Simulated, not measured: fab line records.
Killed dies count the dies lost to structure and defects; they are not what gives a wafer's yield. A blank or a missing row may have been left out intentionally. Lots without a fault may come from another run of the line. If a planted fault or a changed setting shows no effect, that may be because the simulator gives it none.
A lot that was struck, set against a sound lot :: flow sky130 :: 18 steps out of a route of 708
Sound: wafers L277.1, L277.2, L277.6. The struck wafers were L269.2, L269.4, L269.5. The cause is given at the end.
Each step with rows lists, per side, the tool, then ch with its chambers, then its first start. Under that, the readings that differ: sound wafers :: struck wafers :: difference of the means :: sigmas: that difference in standard deviations of wafers without a fault.
alike: same words and numbers on both sides, and readings whose means sit less than 2 such deviations apart. not compared: any withheld reading, any reading some wafer has no value for, any bound like >300 that may hide the same value, and any number with overlapping values for which the record gives no deviation.
A row with sigmas, a row that says differs or no value, or rows on one side alone: a step with any of these is where the two part. Numbers that have no deviation but don't overlap get no sigmas and don't part them. A reading missing from all wafers of one side parts the sides only when that side holds two or more wafers.

SKY_VIA1_ETCH_15: etches SiO2 in C4F8/O2/Ar, stops on TiN, target depth 351 nm, time 54 s.
  sound on rie diel-03 ch 0,3, day 39 22:11; struck on rie diel-01 ch 0,3, day 37 14:51
  alike: oes product au
  not compared: rf hours counter h
SKY_VIA1_STRIP_16: strips in O2/N2.
  sound on plasma asher-02 ch 0,1, day 39 22:13; struck on plasma asher-02 ch 0, day 37 14:53
  alike: drypump motor current A, oes product au, strip time to endpoint s
  not compared: rf hours counter h
then, 3 steps without rows for these wafers: SKY_VIA1_STRIP_17 (strips in post etch residue remover, time 1200 s); SKY_VIA1_CLEAN_18 (cleans in IPA, time 180 s); SKY_VIA1_CLEAN_19 (cleans in O3/DIW).
SKY_VIA1_SPUTTER_20: material TiN, target thk 20 nm, time 80 s.
  sound: pvd sputter-04 at day 39 22:51; struck: pvd sputter-01 at day 37 15:32
  alike: cathode dc power W, chamber pressure pa, throttle valve pct
then, 1 step without rows for these wafers: SKY_VIA1_CVD_21 (deposits W, target thk 270 nm, time 80.902 s).
SKY_VIA1_RS_MEAS_22: measurement is done with a four-point probe.
  sound: film metro-01 at day 39 23:00; struck: film metro-01 at day 37 15:42
  alike: VIA1_W_RS
SKY_VIA1_THK_MEAS_23: measures by xrf.
  sound: film metro-01 at day 39 23:07; struck: film metro-01 at day 37 15:49
  alike: VIA1_W_THK
then, 1 step without rows for these wafers: SKY_VIA1_CMP_24 (polishes, stops on SiO2, t overpolish 15 s, target thk 0 nm).
SKY_METAL2_SPUTTER_00: material Ti, target thk 15 nm, time 10 s.
  sound: pvd sputter-03 at day 39 23:29; struck: pvd sputter-04 at day 37 16:27
  alike: cathode dc power W, chamber pressure pa, throttle valve pct
then, 1 step without rows for these wafers: SKY_METAL2_SPUTTER_01 (material TiN, target thk 20 nm, time 16.7 s).
SKY_METAL2_SPUTTER_02: material AlCu, target thk 250 nm, time 13.3 s.
  sound: pvd sputter-03 at day 39 23:32; struck: pvd sputter-04 at day 37 16:30
  no value came back on the struck wafers for cathode dc power W (W), chamber pressure pa (Pa), throttle valve pct (%); on the sound wafers cathode dc power W (W) reads 10603 10601 10598
SKY_METAL2_SPUTTER_03: material Ti, target thk 5 nm, time 3.3 s.
  sound: pvd sputter-03 at day 39 23:33; struck: pvd sputter-04 at day 37 16:32
  alike: cathode dc power W, chamber pressure pa, throttle valve pct
then, 1 step without rows for these wafers: SKY_METAL2_SPUTTER_04 (material TiN, target thk 70 nm, time 58.3 s).
SKY_METAL2_RS_MEAS_05: measurement is done with a four-point probe.
  sound: film metro-02 at day 39 23:37; struck: film metro-02 at day 37 16:37
reading: METAL2_ALCU_RS (ohm/sq)
sound: 0.1248 0.1235 0.1246
struck: 8.5976 8.6707 8.7481
difference: +8.5478
sigmas: +99 or more
SKY_METAL2_THK_MEAS_06: measures by xrf.
  sound: film metro-02 at day 39 23:44; struck: film metro-02 at day 37 16:43
reading: METAL2_ALCU_THK (nm)
sound: 253.2 255.3 252.3
struck: <0.3 <0.3 <0.3
difference: differs
sigmas: 
then, 1 step without rows for these wafers: SKY_METAL2_DEHYDRATE_07 (time 60 s).

## WHERE THEY PART
Last at SKY_METAL2_THK_MEAS_06 as far as this record goes, first at SKY_METAL2_SPUTTER_02.

WHY: what had been put in by the simulator
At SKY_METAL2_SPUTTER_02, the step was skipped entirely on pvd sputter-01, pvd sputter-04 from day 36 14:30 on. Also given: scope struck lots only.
